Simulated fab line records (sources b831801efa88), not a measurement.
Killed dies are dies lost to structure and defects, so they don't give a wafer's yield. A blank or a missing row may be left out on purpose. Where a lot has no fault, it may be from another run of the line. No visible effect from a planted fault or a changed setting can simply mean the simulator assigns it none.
The tool behind it: which one? | flow sky130 | 14 lots, 42 wafers sampled, at 4 steps of a route of 708

WHAT THE GAUGES READ, wafer by wafer
Not one reading of a measure or inspect step in the record can be checked against a usual standard deviation.

WHICH TOOL RAN EACH LOT (tool, then ch and the chambers of the sampled wafers, then the start)
lot  | SKY_VIA1_CMP_24               | SKY_METAL3_SPUTTER_00        | SKY_METAL3_SPUTTER_01        | SKY_METAL3_SPUTTER_04
L547 | cmp-01 ch 0,1,3, day 34 08:59 | pvd-sputter-01, day 36 17:41 | pvd-sputter-01, day 36 17:43 | pvd-sputter-01, day 36 17:47
L548 | cmp-02 ch 0,1,3, day 34 14:41 | pvd-sputter-03, day 36 22:16 | pvd-sputter-03, day 36 22:17 | pvd-sputter-03, day 36 22:22
L549 | cmp-01 ch 1,2,3, day 35 08:16 | pvd-sputter-02, day 37 16:08 | pvd-sputter-02, day 37 16:09 | pvd-sputter-02, day 37 16:14
L552 | cmp-01 ch 1,2,3, day 36 07:11 | pvd-sputter-01, day 38 14:25 | pvd-sputter-01, day 38 14:26 | pvd-sputter-01, day 38 14:31
L554 | cmp-02 ch 1,2,3, day 36 10:37 | pvd-sputter-01, day 38 18:18 | pvd-sputter-01, day 38 18:19 | pvd-sputter-01, day 38 18:24
L553 | cmp-01 ch 0,1,3, day 36 11:46 | pvd-sputter-01, day 38 18:54 | pvd-sputter-01, day 38 18:55 | pvd-sputter-01, day 38 19:00
L556 | cmp-02 ch 0,2, day 37 06:26   | pvd-sputter-01, day 39 12:14 | pvd-sputter-01, day 39 12:15 | pvd-sputter-01, day 39 12:20
L557 | cmp-01 ch 0,1, day 37 09:59   | pvd-sputter-01, day 39 16:52 | pvd-sputter-01, day 39 16:53 | pvd-sputter-01, day 39 16:58
L559 | cmp-01 ch 0,2,3, day 38 06:11 | pvd-sputter-03, day 40 11:53 | pvd-sputter-03, day 40 11:54 | pvd-sputter-03, day 40 11:59
L560 | cmp-02 ch 0,2,3, day 38 12:41 | pvd-sputter-01, day 40 19:04 | pvd-sputter-01, day 40 19:06 | pvd-sputter-01, day 40 19:11
L561 | cmp-01 ch 0,3, day 38 15:01   | pvd-sputter-02, day 40 20:43 | pvd-sputter-02, day 40 20:44 | pvd-sputter-02, day 40 20:49
L562 | cmp-01 ch 0,2,3, day 38 21:03 | pvd-sputter-01, day 41 02:56 | pvd-sputter-01, day 41 02:58 | pvd-sputter-01, day 41 03:03
L566 | cmp-01 ch 1,2, day 40 01:31   | pvd-sputter-03, day 42 05:25 | pvd-sputter-03, day 42 05:26 | pvd-sputter-03, day 42 05:31
L570 | cmp-02 ch 0,2, day 40 23:23   | pvd-sputter-02, day 43 02:10 | pvd-sputter-02, day 43 02:11 | pvd-sputter-02, day 43 02:16
- SKY_VIA1_CMP_24: polishes, stops on SiO2, t overpolish 15 s, target thk 0 nm.
- SKY_METAL3_SPUTTER_00: material Ti, target thk 15 nm, time 10 s.
- SKY_METAL3_SPUTTER_01: material TiN, target thk 20 nm, time 16.7 s.
- SKY_METAL3_SPUTTER_04: material TiN, target thk 70 nm, time 58.3 s.

AS READ BY THE TOOLS THEMSELVES (means over the sampled wafers that have a number; for cases with no such wafer, the mark the record gives instead)
SKY_VIA1_CMP_24.
lot  | tool   | motor-current-A (A) | overpolish-run-s (s) | slurry-filter-dp-kPa (kPa) | time-to-endpoint-s (s)
L547 | cmp-01 | 11.3                | 15.002               | 13.42                      | 65
L548 | cmp-02 | 11.0                | 14.994               | 13.53                      | 59
L549 | cmp-01 | 11.1                | 15.000               | 13.54                      | 68
L552 | cmp-01 | 10.9                | 14.993               | 13.27                      | 66
L554 | cmp-02 | 10.2                | 14.996               | 13.65                      | 63
L553 | cmp-01 | 11.1                | 15.007               | 13.43                      | 70
L556 | cmp-02 | 11.3                | 14.997               | 13.49                      | 62
L557 | cmp-01 | 11.7                | 15.001               | 13.59                      | 61
L559 | cmp-01 | 11.4                | 15.000               | 13.54                      | 72
L560 | cmp-02 | 10.7                | 15.005               | 13.38                      | 66
L561 | cmp-01 | 11.3                | 14.991               | 13.36                      | 67
L562 | cmp-01 | 11.2                | 15.007               | 13.36                      | 70
L566 | cmp-01 | 11.0                | 14.987               | 13.36                      | 63
L570 | cmp-02 | 11.5                | 14.991               | 13.58                      | 65

SKY_METAL3_SPUTTER_00.
lot  | tool           | cathode-dc-power-W (W) | chamber-pressure-pa (Pa) | throttle-valve-pct (%)
L547 | pvd-sputter-01 | 2999.7                 | 0.4002                   | 28.9
L548 | pvd-sputter-03 | 2999.5                 | 0.4002                   | 29.1
L549 | pvd-sputter-02 | 3000.2                 | 0.3998                   | 29.4
L552 | pvd-sputter-01 | 3000.3                 | 0.4010                   | 30.4
L554 | pvd-sputter-01 | 3000.2                 | 0.3988                   | 31.0
L553 | pvd-sputter-01 | 2999.9                 | 0.4012                   | 31.1
L556 | pvd-sputter-01 | 2999.7                 | 0.4001                   | 30.2
L557 | pvd-sputter-01 | 3000.3                 | 0.4000                   | 30.1
L559 | pvd-sputter-03 | 3000.4                 | 0.3997                   | 29.7
L560 | pvd-sputter-01 | 2999.8                 | 0.3997                   | 28.3
L561 | pvd-sputter-02 | 2999.7                 | 0.3999                   | 30.1
L562 | pvd-sputter-01 | 3000.1                 | 0.3994                   | 30.1
L566 | pvd-sputter-03 | 2999.5                 | 0.3997                   | 29.6
L570 | pvd-sputter-02 | 2999.6                 | 0.4003                   | 29.7

SKY_METAL3_SPUTTER_01.
lot  | tool           | cathode-dc-power-W (W) | chamber-pressure-pa (Pa) | throttle-valve-pct (%)
L547 | pvd-sputter-01 | 6500.1                 | 0.4002                   | 28.7
L548 | pvd-sputter-03 | 6500.5                 | 0.4002                   | 29.2
L549 | pvd-sputter-02 | 6499.3                 | 0.3993                   | 29.6
L552 | pvd-sputter-01 | 6500.1                 | 0.4009                   | 30.4
L554 | pvd-sputter-01 | 6499.7                 | 0.3980                   | 31.0
L553 | pvd-sputter-01 | 6500.1                 | 0.4005                   | 30.8
L556 | pvd-sputter-01 | 6500.6                 | 0.4003                   | 30.0
L557 | pvd-sputter-01 | 6499.7                 | 0.3999                   | 30.1
L559 | pvd-sputter-03 | 6499.1                 | 0.4008                   | 29.6
L560 | pvd-sputter-01 | 6500.0                 | 0.3988                   | 28.2
L561 | pvd-sputter-02 | -                      | -                        | -
L562 | pvd-sputter-01 | -                      | -                        | -
L566 | pvd-sputter-03 | 6499.5                 | 0.4003                   | 29.7
L570 | pvd-sputter-02 | 6499.7                 | 0.3996                   | 29.6

SKY_METAL3_SPUTTER_04.
lot  | tool           | cathode-dc-power-W (W) | chamber-pressure-pa (Pa) | throttle-valve-pct (%)
L547 | pvd-sputter-01 | 6499.2                 | 0.4003                   | 28.9
L548 | pvd-sputter-03 | 6498.3                 | 0.3990                   | 29.2
L549 | pvd-sputter-02 | 6500.2                 | 0.3999                   | 29.6
L552 | pvd-sputter-01 | 6500.1                 | 0.3998                   | 30.5
L554 | pvd-sputter-01 | 6499.5                 | 0.4000                   | 31.0
L553 | pvd-sputter-01 | 6500.8                 | 0.4002                   | 30.9
L556 | pvd-sputter-01 | 6501.1                 | 0.3997                   | 30.0
L557 | pvd-sputter-01 | 6499.9                 | 0.3999                   | 30.0
L559 | pvd-sputter-03 | 6500.5                 | 0.3995                   | 29.6
L560 | pvd-sputter-01 | 6501.0                 | 0.3999                   | 28.3
L561 | pvd-sputter-02 | 6499.8                 | 0.3995                   | 30.1
L562 | pvd-sputter-01 | 6499.9                 | 0.3995                   | 30.2
L566 | pvd-sputter-03 | 6499.1                 | 0.3991                   | 29.7
L570 | pvd-sputter-02 | 6501.6                 | 0.3994                   | 29.7

THE ANSWER, worked out from the rows above alone
Rule: the lots themselves supply what counts as usual. The widest of any qualifying gaps counts: lots, ordered by their means at a reading, are off when they make up no more than a third of the lots, leave a main group of 4 or more, and stand apart from it by 3 or more times the standard deviation of that group's means. A main group is skipped when, at the precision printed for the reading in the tables above, its means are all equal. Also off: a lot with no number at a reading for which 4 or more lots have one. Any other lot the step has rows for is counted as sound. First the gauges in route order, then the tools' own readings, where a lot's mean is used as printed above. At the first step where some lot is off, the reading lying furthest off is the one used; lots without a number count as furthest.
Off, at SKY_METAL3_SPUTTER_01 on cathode-dc-power-W: L561, L562. Without a number there: L561, L562. The main group: mean 6499.9 W, standard deviation 0.43.
A tool fits if, at that step or a process step before it, it ran every lot that is off, and no sound lot after the first of them. Not one of the candidates tried fits.

WHAT THE SIMULATOR HAD INSERTED
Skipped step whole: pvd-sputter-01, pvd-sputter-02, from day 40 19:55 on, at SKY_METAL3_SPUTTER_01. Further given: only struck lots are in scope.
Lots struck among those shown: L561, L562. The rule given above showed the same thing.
